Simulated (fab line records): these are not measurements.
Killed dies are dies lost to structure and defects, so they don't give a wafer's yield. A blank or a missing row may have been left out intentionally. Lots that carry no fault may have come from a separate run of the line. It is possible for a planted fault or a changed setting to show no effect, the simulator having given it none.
2 desks looking at one fault -- flow sky130 -- each desk has only its own numbers; what lay behind them comes last

## AT THE METROLOGY DESK
What the gauges read for every lot (on any tool): the sampled wafers with a number, averaged. A lot is out of limits, marked OUT, if its mean lies more than 4 standard deviations from the usual mean; the brackets give that distance.
Columns: A = cd nm at SKY_LI_CONTACT_CD_MEAS_12, usual 170.2 nm; B = LI_CONTACT_OVL at SKY_LI_CONTACT_OVL_MEAS_13, usual 3 nm
lot,first seen here,A,B
L699,day 28 23:57,171.8,4
L700,day 29 09:08,169.6,6
L707,day 32 02:32,171.6,4
L711,day 33 07:24,167.3,-1
L715,day 34 07:14,172.6,-2
L721,day 36 03:43,170.7,-4
This desk found nothing out of limits on any of the 6 lots.

## THE TOOL OWNER'S DESK: pvd sputter-03
The tool's own readings at SKY_LI_CONTACT_SPUTTER_20 (material TiN, target thk 20 nm, time 80 s): means of the sampled wafers that have a number, for each lot that ran on this tool. A lot is out of limits, marked OUT, if its mean lies more than 4 standard deviations from the usual mean; the brackets give that distance.
Columns: A = throttle valve pct at SKY_LI_CONTACT_SPUTTER_20, usual 30.3 %
lot,first seen here,A
L700,day 29 09:46,30.1
L707,day 32 03:12,30.2
L711,day 33 08:02,30.5
This desk found nothing out of limits on any of the 3 lots.

## BROUGHT TOGETHER
Metrology desk: nothing out of limits seen.
The tool owner's desk saw nothing out of limits.

## WHAT WAS PUT IN BY THE SIMULATOR
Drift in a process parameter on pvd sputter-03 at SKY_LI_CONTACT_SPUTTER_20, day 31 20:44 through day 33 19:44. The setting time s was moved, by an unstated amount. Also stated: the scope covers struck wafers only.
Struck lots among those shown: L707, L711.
